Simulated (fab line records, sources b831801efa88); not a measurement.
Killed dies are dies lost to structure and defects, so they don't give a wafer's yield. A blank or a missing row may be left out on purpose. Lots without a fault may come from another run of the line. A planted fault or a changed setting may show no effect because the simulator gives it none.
fab line records | flow sky130
record lots=13 wafers=39 last_day=50
route steps=708 shown NWELL@63 VT_ADJUST_HVTP@92 PAD_OPEN@708
lots that met no fault: from a run of the same line without faults
start_h: hours from the record's first day to the start of the lot's first wafer shown | wait_h: hours since the lot's step before | " the same as in the row above | L1.1+2: a row that stands for several wafers | - no value, or no start given | * or withheld: withheld | < > ~ a bound
route shown NAME@n: a module of which the file shows steps, and the number in the route of the first | usual: mean/standard deviation of fault-free wafers | same: alike in all rows | chamber/n: place in a boat | sites: the reading at each site | _std_site: their standard deviation | _edge_site: outer sites' mean less inner sites' | radius_mm: how far each site lies from the wafer's centre | mask NAME#n: copy n | behind: the tool/chamber that last shaped the wafer | hold: why the lot was held/for how many hours/how that ended | device: the transistor (n, p or np) that didn't switch | end of line: the same wafers' tests at the end of the route | a step without rows: its recipe alone | killed: dies lost to structure and defects at the first sort, not the wafer's yield | map: a wafer's dies, x killed, . not, _ none there
set.NAME: the setting as run; set.NAME@STEP: as run at that earlier step | model.NAME: the simulator's own value behind a step, which no gauge read
steps of the route over a sample of lots; a table a step, a row a wafer
services: from which hour (start_h, from the record's first day; less than 0 if before it) a tool's chamber was out of use, for how many hours, and why
## steps
# step SKY_NWELL_OVL_MEAS_10
# usual NWELL_00_OVL=-0.1/1.4
# columns lot.wafer tool chamber start_h wait_h NWELL_00_OVL[nm]
L282.1 overlay-01 - 85.41 - -0.3
L282.5 " - " " 0.0
L282.6 " - " " -2.1
L285.3 overlay-01 - 101.07 - 2.8
L285.5 " - " " 1.4
L285.6 " - " " 0.9
L286.3 overlay-02 - 109.85 - 1.5
L286.4 " - " " 0.4
L286.5 " - " " 1.6
L287.3 overlay-01 - 115.52 - 0.0
L287.4 " - " " -1.8
L287.5 " - " " 0.9
L288.1 overlay-01 - 118.11 - 0.6
L288.3 " - " " -0.9
L288.5 " - " " 0.9
L289.4 overlay-01 - 125.26 - 0.0
L289.5 " - " " 0.7
L289.6 " - " " 0.3
L291.1 overlay-01 - 135.64 - 0.8
L291.2 " - " " -1.2
L291.6 " - " " 0.7
L292.1 overlay-02 - 141.67 - -1.7
L292.3 " - " " -1.5
L292.6 " - " " -1.4
L299.1 overlay-02 - 196.84 - -0.6
L299.3 " - " " -0.4
L299.5 " - " " -0.7
L301.1 overlay-02 - 198.72 - 1.3
L301.3 " - " " 2.5
L301.5 " - " " 1.0
L302.3 overlay-02 - 206.95 - 0.6
L302.5 " - " " 0.9
L302.6 " - " " 3.0
L303.2 overlay-01 - 215.68 - 0.8
L303.4 " - " " 1.3
L303.6 " - " " 1.8
L305.1 overlay-02 - 220.51 - 1.3
L305.4 " - " " 0.5
L305.5 " - " " 1.3
# step SKY_NWELL_TW_MEAS_15
# usual NWELL_TW=1823/9.9
# columns lot.wafer tool chamber start_h wait_h NWELL_TW
L282.1 film_metro-02 - 88.54 0.1 1833
L282.5 " - " " 1820
L282.6 " - " " 1836
L285.3 film_metro-02 - 101.67 0.1 1805
L285.5 " - " " 1804
L285.6 " - " " 1803
L286.3 film_metro-02 - 110.45 0.1 1800
L286.4 " - " " 1803
L286.5 " - " " 1804
L287.3 film_metro-04 - 116.12 0.1 1834
L287.4 " - " " 1835
L287.5 " - " " 1836
L288.1 film_metro-01 - 118.70 0.1 1840
L288.3 " - " " 1837
L288.5 " - " " 1836
L289.4 film_metro-02 - 125.85 0.1 1815
L289.5 " - " " 1803
L289.6 " - " " 1813
L291.1 film_metro-01 - 136.22 0.1 1823
L291.2 " - " " 1830
L291.6 " - " " 1818
L292.1 film_metro-01 - 142.26 0.1 1828
L292.3 " - " " 1836
L292.6 " - " " 1835
L299.1 film_metro-01 - 197.42 0.1 1836
L299.3 " - " " 1835
L299.5 " - " " 1837
L301.1 film_metro-02 - 199.31 0.1 1806
L301.3 " - " " 1817
L301.5 " - " " 1815
L302.3 film_metro-04 - 207.54 0.1 1824
L302.5 " - " " 1829
L302.6 " - " " 1829
L303.2 film_metro-02 - 216.27 0.1 1816
L303.4 " - " " 1827
L303.6 " - " " 1822
L305.1 film_metro-02 - 221.10 0.1 1836
L305.4 " - " " 1833
L305.5 " - " " 1823
# step SKY_NWELL_IMPLANT_24
# recipe species=B energy_kev=140 dose_cm2=9.2e+12 tilt_deg=withheld
# usual dose_ions_cm2=9.202e+12/1e+10 faraday_current_uA=51.9/0.94
# columns lot.wafer tool chamber start_h wait_h dose_ions_cm2 faraday_current_uA
L282.1 implanter-03 0 105.56 0.0 9.203e+12 51.9
L282.5 " 0 " " 9.212e+12 51.7
L282.6 " 0 " " 9.217e+12 53.0
L285.3 implanter-03 0 120.06 0.1 9.205e+12 50.7
L285.5 " 0 " " 9.211e+12 53.0
L285.6 " 0 " " 9.217e+12 53.3
L286.3 implanter-03 0 128.36 0.1 9.192e+12 51.4
L286.4 " 0 " " 9.191e+12 51.7
L286.5 " 0 " " 9.195e+12 52.1
L287.3 implanter-03 0 133.65 0.1 9.21e+12 51.2
L287.4 " 0 " " 9.204e+12 53.4
L287.5 " 0 " " 9.216e+12 53.0
L288.1 implanter-01 0 136.92 0.0 9.188e+12 51.3
L288.3 " 0 " " 9.2e+12 51.7
L288.5 " 0 " " 9.184e+12 51.0
L289.4 implanter-03 0 144.87 0.1 9.2e+12 52.7
L289.5 " 0 " " 9.216e+12 51.2
L289.6 " 0 " " 9.198e+12 52.7
L291.1 implanter-03 0 154.97 0.0 9.198e+12 52.2
L291.2 " 0 " " 9.205e+12 50.4
L291.6 " 0 " " 9.199e+12 51.3
L292.1 implanter-01 0 161.57 0.0 9.205e+12 52.4
L292.3 " 0 " " 9.214e+12 51.9
L292.6 " 0 " " 9.218e+12 52.2
L299.1 implanter-01 0 218.71 0.0 1.0266e+13 57.6
L299.3 " 0 " " 1.0276e+13 56.2
L299.5 " 0 " " 1.026e+13 57.4
L301.1 implanter-01 0 221.27 0.0 1.0273e+13 56.3
L301.3 " 0 " " 1.0236e+13 56.4
L301.5 " 0 " " 1.026e+13 57.1
L302.3 implanter-03 0 230.37 0.1 9.205e+12 53.1
L302.5 " 0 " " 9.198e+12 52.7
L302.6 " 0 " " 9.21e+12 50.9
L303.2 implanter-03 0 239.07 0.0 9.208e+12 52.5
L303.4 " 0 " " 9.206e+12 51.6
L303.6 " 0 " " 9.197e+12 52.1
L305.1 implanter-03 0 244.35 0.0 9.201e+12 52.1
L305.4 " 0 " " 9.197e+12 50.7
L305.5 " 0 " " 9.208e+12 51.5
# step SKY_NWELL_TW_MEAS_26
# usual NWELL_2_TW=497.5/2.8
# columns lot.wafer tool chamber start_h wait_h NWELL_2_TW
L282.1 film_metro-04 - 105.81 0.1 501.3
L282.5 " - " " 499.7
L282.6 " - " " 500.5
L285.3 film_metro-02 - 120.28 0.1 496.8
L285.5 " - " " 492.0
L285.6 " - " " 493.7
L286.3 film_metro-02 - 128.58 0.1 494.6
L286.4 " - " " 496.8
L286.5 " - " " 498.0
L287.3 film_metro-02 - 133.87 0.1 496.3
L287.4 " - " " 499.0
L287.5 " - " " 495.2
L288.1 film_metro-04 - 137.17 0.1 496.3
L288.3 " - " " 498.8
L288.5 " - " " 497.3
L289.4 film_metro-02 - 145.08 0.1 495.1
L289.5 " - " " 495.1
L289.6 " - " " 495.4
L291.1 film_metro-02 - 155.22 0.1 494.2
L291.2 " - " " 496.1
L291.6 " - " " 495.7
L292.1 film_metro-02 - 161.82 0.1 496.9
L292.3 " - " " 498.0
L292.6 " - " " 497.6
L299.1 film_metro-01 - 218.96 0.1 515.9
L299.3 " - " " 517.5
L299.5 " - " " 516.3
L301.1 film_metro-01 - 221.52 0.1 517.2
L301.3 " - " " 519.8
L301.5 " - " " 519.9
L302.3 film_metro-02 - 230.59 0.1 497.7
L302.5 " - " " 498.0
L302.6 " - " " 498.7
L303.2 film_metro-04 - 239.31 0.1 499.2
L303.4 " - " " 502.0
L303.6 " - " " 499.4
L305.1 film_metro-02 - 244.60 0.1 494.5
L305.4 " - " " 492.4
L305.5 " - " " 491.7
# step SKY_VT_ADJUST_HVTP_CD_MEAS_07
# recipe target_cd_nm=380
# usual cd_nm=380.0/2.7
# columns lot.wafer tool chamber start_h wait_h cd_nm
L282.1 cd_sem-01 - 124.05 0.3 375.6
L282.5 " - " " 375.9
L282.6 " - " " 378.5
L285.3 cd_sem-02 - 138.58 0.1 380.9
L285.5 " - " " 380.7
L285.6 " - " " 380.2
L286.3 cd_sem-01 - 147.50 0.1 385.3
L286.4 " - " " 385.4
L286.5 " - " " 382.0
L287.3 cd_sem-01 - 153.60 0.1 377.2
L287.4 " - " " 377.4
L287.5 " - " " 376.0
L288.1 cd_sem-02 - 156.56 0.1 382.9
L288.3 " - " " 379.3
L288.5 " - " " 379.4
L289.4 cd_sem-01 - 165.03 0.1 379.6
L289.5 " - " " 378.8
L289.6 " - " " 379.3
L291.1 cd_sem-02 - 175.99 0.1 376.2
L291.2 " - " " 374.3
L291.6 " - " " 381.1
L292.1 cd_sem-01 - 182.79 0.1 378.8
L292.3 " - " " 378.9
L292.6 " - " " 377.9
L299.1 cd_sem-01 - 242.26 0.1 381.1
L299.3 " - " " 382.0
L299.5 " - " " 378.2
L301.1 cd_sem-01 - 245.54 0.1 377.2
L301.3 " - " " 378.2
L301.5 " - " " 378.6
L302.3 cd_sem-01 - 254.80 0.1 378.7
L302.5 " - " " 377.6
L302.6 " - " " 379.3
L303.2 cd_sem-02 - 262.94 0.1 381.8
L303.4 " - " " 382.6
L303.6 " - " " 382.5
L305.1 cd_sem-02 - 268.71 0.1 378.0
L305.4 " - " " 377.2
L305.5 " - " " 377.5
# step SKY_PAD_OPEN_PROBE_99
# usual killed_at_M0_to_M3=44/6.3 killed_at_M4_up=2.8/1.7 killed_at_contacts=25/5.8 killed_at_front_end=14/4.4 killed_at_other=0.3/0.49 killed_dies=86/8.7 killed_open=48/5.8 killed_short=38/6
# same gross_dies=492 killed_at_back_side=0
# columns lot.wafer tool chamber start_h wait_h killed_at_M0_to_M3 killed_at_M4_up killed_at_contacts killed_at_front_end killed_at_other killed_dies killed_open killed_short
L288.1 prober-02 - 1109.83 0.1 47 4 19 23 1 94 44 50
L288.3 prober-02 - 1109.93 0.2 33 4 30 18 1 86 49 37
L288.5 prober-02 - 1110.03 0.2 45 1 17 10 0 73 44 29
L289.4 prober-01 - 1111.40 0.2 39 0 18 11 0 68 39 29
L289.5 prober-01 - 1111.45 0.2 34 1 20 19 0 74 45 29
L289.6 prober-01 - 1111.50 0.2 35 2 39 10 0 86 50 36
L292.1 prober-02 - 1132.06 0.1 42 3 23 12 1 81 43 38
L292.3 prober-02 - 1132.16 0.2 49 3 24 14 1 91 52 39
L292.6 prober-02 - 1132.31 0.2 38 2 22 16 0 78 42 36
# killed by level:class
L288.1 METAL2:geometric_particle:short=12 VIA1:geometric_particle:open=9 FIELD_ISO:geometric_particle:short=8 FIELD_ISO:geometric_particle:open=7 VIA3:geometric_particle:open=6 LI_CONTACT:geometric_particle:open=5 CONTACT:geometric_particle:short=5 VIA1:geometric_particle:short=5
L288.3 LI_CONTACT:geometric_particle:open=11 VIA3:geometric_particle:open=9 CONTACT:geometric_particle:open=8 VIA1:geometric_particle:open=7 POLY_GATE:geometric_particle:short=5 CONTACT:geometric_particle:short=5 METAL1:geometric_particle:short=5 FIELD_ISO:geometric_particle:open=4
L288.5 VIA1:geometric_particle:open=10 VIA1:geometric_particle:short=9 VIA2:geometric_particle:open=6 LI_CONTACT:geometric_particle:open=5 METAL2:geometric_particle:short=5 CONTACT:geometric_particle:open=4 POLY_GATE:geometric_particle:open=3 LOCAL_INTERCONNECT:geometric_particle:short=3
L289.4 VIA1:geometric_particle:open=9 LI_CONTACT:geometric_particle:open=7 VIA1:geometric_particle:short=7 VIA3:geometric_particle:open=7 CONTACT:geometric_particle:open=5 METAL2:geometric_particle:short=5 FIELD_ISO:geometric_particle:short=4 FIELD_ISO:geometric_particle:open=2
L289.5 VIA1:geometric_particle:open=11 CONTACT:geometric_particle:open=7 LI_CONTACT:geometric_particle:open=6 FIELD_ISO:geometric_particle:open=5 POLY_GATE:geometric_particle:open=5 VIA3:geometric_particle:open=5 POLY_GATE:geometric_particle:short=4 CONTACT:geometric_particle:short=4
L289.6 CONTACT:geometric_particle:open=14 LI_CONTACT:geometric_particle:open=9 VIA1:geometric_particle:open=9 VIA3:geometric_particle:open=8 CONTACT:geometric_particle:short=7 LOCAL_INTERCONNECT:geometric_particle:short=6 METAL1:geometric_particle:short=4 VIA1:geometric_particle:short=4
L292.1 VIA1:geometric_particle:open=15 CONTACT:geometric_particle:open=7 METAL2:geometric_particle:short=6 VIA2:geometric_particle:open=6 LI_CONTACT:geometric_particle:open=5 LOCAL_INTERCONNECT:geometric_particle:short=5 VIA1:geometric_particle:short=5 LI_CONTACT:geometric_particle:short=4
L292.3 VIA1:geometric_particle:open=12 CONTACT:geometric_particle:open=11 VIA1:geometric_particle:short=7 LI_CONTACT:geometric_particle:open=6 METAL3:geometric_particle:short=6 METAL2:geometric_particle:short=6 POLY_GATE:geometric_particle:open=4 VIA3:geometric_particle:open=4
L292.6 CONTACT:geometric_particle:open=9 VIA2:geometric_particle:open=7 VIA1:geometric_particle:open=6 METAL2:geometric_particle:short=6 POLY_GATE:geometric_particle:short=5 LI_CONTACT:geometric_particle:open=5 VIA1:geometric_particle:short=5 METAL1:geometric_particle:short=4
## services
# columns tool chamber start_h hours kind
implanter-03 - 158.10 3.0 pm
implanter-03 - 166.50 1.4 repair
implanter-03 - 223.73 0.7 repair
## key
first_sign step=SKY_NWELL_IMPLANT_24 reading=dose_ions_cm2 direction=up sigmas=99+ usual=* struck=*
effect step=SKY_NWELL_IMPLANT_24 reading=faraday_current_uA direction=up sigmas=5.2 usual=51.9 struck=56.8
effect step=SKY_NWELL_TW_MEAS_26 reading=NWELL_2_TW direction=up sigmas=7.3 usual=497.5 struck=517.7
met_at SKY_NWELL_IMPLANT_24
struck_lots L299,L301
tester_left_out L299,L301
not_acting_at SKY_NWELL_OVL_MEAS_10,SKY_NWELL_TW_MEAS_15,SKY_VT_ADJUST_HVTP_CD_MEAS_07
onset_between 161.57 218.71
fault kind=process_parameter_drift tool=implanter-01 chamber=- onset_h=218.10 steps=SKY_NWELL_IMPLANT_24 channel=dose_cm2 offset=* shape=step end_h=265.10 acts_in=* stated=*
# tester_left_out: of these lots the tester's yield and bins aren't shown, on N5 and GAA mostly nor the transistor test; their killed dies are dies lost to structure and defects alone, not to doping, threshold or leakage, so they don't give the yield
